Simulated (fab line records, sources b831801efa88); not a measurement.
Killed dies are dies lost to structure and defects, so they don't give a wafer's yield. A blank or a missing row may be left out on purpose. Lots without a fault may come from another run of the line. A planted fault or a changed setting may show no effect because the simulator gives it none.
Which tool did it? | flow sky130 | 11 lots, 32 wafers sampled, at 1 step of a route of 708

WHAT THE GAUGES READ, wafer by wafer
SKY_METAL1_OVL_MEAS_16.
lot  | measured     | on         | METAL1_OVL (nm)
L832 | day 33 17:54 | overlay-02 | -1 1 2
L834 | day 34 05:06 | overlay-02 | 0 2 6
L837 | day 34 22:42 | overlay-02 | -2 -4 -2
L838 | day 35 13:48 | overlay-02 | -5 3 -2
L839 | day 35 14:31 | overlay-01 | 11 10 10
L842 | day 36 16:47 | overlay-02 | 5 4 -3
L844 | day 37 03:56 | overlay-01 | -2 -2
L845 | day 37 13:18 | overlay-01 | 0 -6 -5
L851 | day 39 00:26 | overlay-01 | -6 -5 4
L852 | day 39 02:36 | overlay-01 | -3 -9 -4
L853 | day 39 13:23 | overlay-01 | -11 -8 -7

WHICH TOOL RAN EACH LOT (tool, then ch and the chambers of the sampled wafers, then the start)
The record holds no process step before these readings.

THE ANSWER, worked out from the rows above alone
Rule: what is usual is taken from the lots themselves. Put in order of their means at a reading, lots are off if they are a third of the lots or fewer, leave a main group of 4 or more, and stand apart from it by a gap of 3 or more times the standard deviation of the main group's means; of several such gaps the widest counts. A main group whose means are all the same, to the digits that the tables above print for the reading, isn't used. A lot without any number at a reading at which 4 lots or more have one is off too. The other lots that the step has rows for count as sound.
No lot is off at any reading shown: from this, nothing can be told.

WHAT THE SIMULATOR HAD PUT IN
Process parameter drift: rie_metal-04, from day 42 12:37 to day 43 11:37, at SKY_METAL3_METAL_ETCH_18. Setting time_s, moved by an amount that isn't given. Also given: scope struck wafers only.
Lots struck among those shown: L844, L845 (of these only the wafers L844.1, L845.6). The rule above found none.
